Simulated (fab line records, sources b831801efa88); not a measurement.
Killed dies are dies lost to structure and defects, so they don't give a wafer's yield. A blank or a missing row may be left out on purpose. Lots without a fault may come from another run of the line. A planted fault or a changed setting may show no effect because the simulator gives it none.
fab line records | flow sky130 | part 2 of 2: steps 27 to 37 of 37
record lots=5 wafers=15 last_day=50
route steps=708 shown SD_N@355 SD_P@359 RES_XHIGH@360 SALICIDE@361 LI_CONTACT@362 LOCAL_INTERCONNECT@387
lots that met no fault: from a run of the same line without faults
start_h: hours from the record's first day to the start of the lot's first wafer shown | wait_h: hours since the lot's step before | " the same as in the row above | L1.1+2: a row that stands for several wafers | - no value, or no start given | * or withheld: withheld | < > ~ a bound
route shown NAME@n: a module of which the file shows steps, and the number in the route of the first | usual: mean/standard deviation of fault-free wafers | same: alike in all rows | chamber/n: place in a boat | sites: the reading at each site | _std_site: their standard deviation | _edge_site: outer sites' mean less inner sites' | radius_mm: how far each site lies from the wafer's centre | mask NAME#n: copy n | behind: the tool/chamber that last shaped the wafer | hold: why the lot was held/for how many hours/how that ended | device: the transistor (n, p or np) that didn't switch | end of line: the same wafers' tests at the end of the route | a step without rows: its recipe alone | killed: dies lost to structure and defects at the first sort, not the wafer's yield | map: a wafer's dies, x killed, . not, _ none there
set.NAME: the setting as run; set.NAME@STEP: as run at that earlier step | model.NAME: the simulator's own value behind a step, which no gauge read
lots at some steps of the route; a table a step, a row a wafer
services: from which hour (start_h, from the record's first day; less than 0 if before it) a tool's chamber was out of use, for how many hours, and why
## steps
# step SKY_LI_CONTACT_SPUTTER_20
# recipe material=TiN target_thk_nm=20 chamber_pressure_pa=5 power_w=4000 time_s=80
# usual throttle_valve_pct=30.2/1.2
# columns lot.wafer tool chamber start_h wait_h throttle_valve_pct
L074.1 pvd_sputter-04 - 680.11 0.0 29.9
L074.3 " - " " 28.3
L074.6 " - " " 29.9
L075.3 pvd_sputter-04 - 687.46 0.0 28.2
L075.4 " - " " 29.6
L075.5 " - " " 30.5
L080.2 pvd_sputter-01 - 738.00 0.0 30.3
L080.3 " - " " 30.0
L080.5 " - " " 31.7
L086.2 pvd_sputter-03 - 779.71 0.0 31.9
L086.3 " - " " 29.1
L086.5 " - " " 31.6
L097.2 pvd_sputter-04 - 852.91 0.0 30.5
L097.4 " - " " 29.9
L097.5 " - " " 28.1
# step SKY_LI_CONTACT_CVD_21
# recipe material=W target_thk_nm=400 time_s=120.56 temp_c=400 pressure_torr=40
# usual heater_power_w=814/93
# columns lot.wafer tool chamber start_h wait_h heater_power_w
L074.1 cvd_w-01 1 680.17 0.0 899
L074.3 " 0 " " 698
L074.6 " 0 " " 681
L075.3 cvd_w-02 1 687.56 0.1 786
L075.4 " 0 " " 956
L075.5 " 0 " " 930
L080.2 cvd_w-01 0 738.06 0.0 676
L080.3 " 1 " " 877
L080.5 " 1 " " 892
L086.2 cvd_w-01 1 779.77 0.0 900
L086.3 " 0 " " 706
L086.5 " 0 " " 704
L097.2 cvd_w-01 0 852.98 0.0 706
L097.4 " 1 " " 884
L097.5 " 0 " " 708
# step SKY_LI_CONTACT_RS_MEAS_22
# recipe thk_meas_gauge=four-point-probe reads=W_of_LI_CONTACT_CVD_21+TiN_of_LI_CONTACT_SPUTTER_20+Ti_of_LI_CONTACT_SPUTTER_19
# usual LI_CONTACT_W_RS=0.282/0.0034
# columns lot.wafer tool chamber start_h wait_h LI_CONTACT_W_RS[ohm/sq]
L074.1 film_metro-03 - 680.29 0.1 0.275
L074.3 " - " " 0.277
L074.6 " - " " 0.278
L075.3 film_metro-01 - 687.68 0.1 0.281
L075.4 " - " " 0.282
L075.5 " - " " 0.281
L080.2 film_metro-01 - 738.20 0.1 0.288
L080.3 " - " " 0.286
L080.5 " - " " 0.282
L086.2 film_metro-04 - 779.92 0.1 0.280
L086.3 " - " " 0.286
L086.5 " - " " 0.284
L097.2 film_metro-01 - 853.12 0.1 0.282
L097.4 " - " " 0.283
L097.5 " - " " 0.281
# step SKY_LI_CONTACT_THK_MEAS_23
# recipe thk_meas_gauge=xrf reads=W_of_LI_CONTACT_CVD_21
# usual LI_CONTACT_W_THK=396/5.4
# columns lot.wafer tool chamber start_h wait_h LI_CONTACT_W_THK[nm]
L074.1 film_metro-03 - 680.41 0.1 405
L074.3 " - " " 403
L074.6 " - " " 403
L075.3 film_metro-01 - 687.78 0.1 399
L075.4 " - " " 398
L075.5 " - " " 401
L080.2 film_metro-01 - 738.31 0.1 390
L080.3 " - " " 392
L080.5 " - " " 399
L086.2 film_metro-04 - 780.03 0.1 398
L086.3 " - " " 386
L086.5 " - " " 393
L097.2 film_metro-01 - 853.23 0.1 389
L097.4 " - " " 388
L097.5 " - " " 392
# step SKY_LI_CONTACT_CMP_24
# recipe stop_on=PSG t_overpolish_s=20 down_force_psi=3.5 platen_rpm=60 target_thk_nm=0 pad_velocity_m_s=0.94248
# usual motor_current_A=10.2/0.8 overpolish_run_s=20.000/0.0098 time_to_endpoint_s=99/4.4
# columns lot.wafer tool chamber start_h wait_h motor_current_A overpolish_run_s time_to_endpoint_s
L074.3 cmp-02 3 680.57 0.1 10.7 19.993 98
L074.1 " 0 " " 8.8 19.994 103
L074.6 " 2 " " 10.2 19.994 98
L075.3 cmp-02 2 687.87 0.1 10.6 19.984 94
L075.4 " 0 " " 9.3 20.013 100
L075.5 " 2 " " 10.3 19.981 93
L080.3 cmp-02 2 738.36 0.0 10.5 19.995 96
L080.2 " 1 " " 11.6 20.009 105
L080.5 " 3 " " 10.0 19.985 97
L086.2 cmp-02 1 780.13 0.1 11.6 20.004 101
L086.3 " 2 " " 10.3 20.006 97
L086.5 " 0 " " 8.8 19.993 100
L097.2 cmp-01 2 853.38 0.1 10.0 20.007 95
L097.4 " 3 " " 10.6 19.976 100
L097.5 " 0 " " 9.2 19.993 95
# step SKY_LOCAL_INTERCONNECT_SPUTTER_00
# recipe material=TiN target_thk_nm=100 temp_c=300 power_w=6500 time_s=83.3 chamber_pressure_pa=0.4
# usual throttle_valve_pct=30.5/0.9
# columns lot.wafer tool chamber start_h wait_h throttle_valve_pct
L074.1 pvd_sputter-01 - 680.77 0.1 29.2
L074.3 " - " " 30.1
L074.6 " - " " 29.9
L075.3 pvd_sputter-02 - 688.12 0.2 30.4
L075.4 " - " " 30.0
L075.5 " - " " 30.2
L080.2 pvd_sputter-02 - 738.66 0.1 29.7
L080.3 " - " " 30.4
L080.5 " - " " 31.4
L086.2 pvd_sputter-01 - 780.38 0.2 29.9
L086.3 " - " " 31.9
L086.5 " - " " 30.3
L097.2 pvd_sputter-02 - 853.58 0.1 30.2
L097.4 " - " " 29.8
L097.5 " - " " 31.4
# step SKY_LOCAL_INTERCONNECT_RS_MEAS_01
# recipe thk_meas_gauge=four-point-probe reads=TiN_of_LOCAL_INTERCONNECT_SPUTTER_00
# usual LOCAL_INTERCONNECT_TIN_RS=14.09/0.19
# columns lot.wafer tool chamber start_h wait_h LOCAL_INTERCONNECT_TIN_RS[ohm/sq]
L074.1 film_metro-04 - 680.84 0.0 14.19
L074.3 " - " " 13.92
L074.6 " - " " 13.85
L075.3 film_metro-03 - 688.23 0.1 14.02
L075.4 " - " " 13.88
L075.5 " - " " 14.33
L080.2 film_metro-03 - 738.75 0.1 13.77
L080.3 " - " " 13.95
L080.5 " - " " 14.20
L086.2 film_metro-02 - 780.46 0.1 13.64
L086.3 " - " " 13.93
L086.5 " - " " 13.83
L097.2 film_metro-03 - 853.66 0.1 14.26
L097.4 " - " " 13.81
L097.5 " - " " 14.06
# step SKY_LOCAL_INTERCONNECT_THK_MEAS_02
# recipe thk_meas_gauge=xrf reads=TiN_of_LOCAL_INTERCONNECT_SPUTTER_00
# usual LOCAL_INTERCONNECT_TIN_THK=98.8/1.3
# columns lot.wafer tool chamber start_h wait_h LOCAL_INTERCONNECT_TIN_THK[nm]
L074.1 film_metro-04 - 680.96 0.1 98.1
L074.3 " - " " 99.5
L074.6 " - " " 100.6
L075.3 film_metro-03 - 688.33 0.1 99.7
L075.4 " - " " 101.0
L075.5 " - " " 97.9
L080.2 film_metro-03 - 738.86 0.1 101.5
L080.3 " - " " 100.1
L080.5 " - " " 98.2
L086.2 film_metro-02 - 780.57 0.1 101.6
L086.3 " - " " 99.6
L086.5 " - " " 99.8
L097.2 film_metro-03 - 853.77 0.1 97.8
L097.4 " - " " 100.8
L097.5 " - " " 99.3
# step SKY_LOCAL_INTERCONNECT_DEHYDRATE_03
# recipe temp_c=200 time_s=60
# usual plate_temp_C=200.02/0.14
# columns lot.wafer tool chamber start_h wait_h plate_temp_C
L074.1 litho_track-01 0 694.61 13.6 199.98
L074.3 " 0 " " 200.11
L074.6 " 0 " " 200.37
L075.3 litho_track-03 0 701.49 13.2 199.89
L075.4 " 0 " " 199.96
L075.5 " 0 " " 199.83
L080.2 litho_track-03 0 751.81 12.9 200.19
L080.3 " 0 " " 199.93
L080.5 " 0 " " 199.92
L086.2 litho_track-03 0 793.06 12.5 200.02
L086.3 " 0 " " 200.20
L086.5 " 0 " " 199.99
L097.2 litho_track-01 0 866.74 13.0 200.12
L097.4 " 0 " " 200.26
L097.5 " 0 " " 199.98
# step SKY_LOCAL_INTERCONNECT_HMDS_04
# recipe prime_time_s=60 prime_temp_c=120
# columns lot.wafer tool chamber start_h wait_h
L074.1+3+6 litho_track-01 0 694.76 0.1
L075.3+4+5 litho_track-03 0 701.64 0.1
L080.2+3+5 litho_track-03 0 751.96 0.1
L086.2+3+5 litho_track-03 0 793.21 0.1
L097.2+4+5 litho_track-01 0 866.89 0.1
# step SKY_LOCAL_INTERCONNECT_COAT_05
# recipe resist=BARC temp_c=withheld time_s=withheld spin_rpm=3000 resist_thk_nm=60
# columns lot.wafer tool chamber start_h wait_h
L074.1+3+6 litho_track-01 0 694.91 0.1
L075.3+4+5 litho_track-03 0 701.79 0.1
L080.2+3+5 litho_track-03 0 752.11 0.1
L086.2+3+5 litho_track-03 0 793.36 0.1
L097.2+4+5 litho_track-01 0 867.04 0.1
## services
# columns tool chamber start_h hours kind
wet_bench-03 - 630.99 1.5 repair
rie_diel-03 2 635.15 28.9 repair
rie_diel-04 0 636.15 14.0 repair
cvd_w-01 - 642.93 0.8 repair
rie_diel-03 1 646.89 6.5 repair
cvd_w-01 - 662.94 0.6 repair
cmp-02 - 667.40 1.0 repair
cvd_w-01 - 676.57 2.8 pm
hdpcvd-01 - 686.54 0.3 repair
pvd_sputter-04 - 692.82 1.4 repair
hdpcvd-01 1 696.37 6.7 repair
rie_diel-04 2 702.63 3.6 repair
rie_diel-04 3 705.89 2.7 repair
cmp-02 - 710.07 0.4 repair
rie_diel-04 - 718.60 2.8 pm
cmp-02 - 726.80 1.8 repair
wet_bench-04 - 728.85 1.9 pm
cmp-02 - 740.83 0.3 repair
cmp-02 - 744.43 4.0 pm
cmp-02 - 819.99 0.2 repair
cmp-02 - 827.00 2.4 repair
pvd_sputter-04 - 845.37 2.5 repair
cmp-02 - 853.19 2.0 repair
pvd_sputter-04 - 860.42 5.1 repair
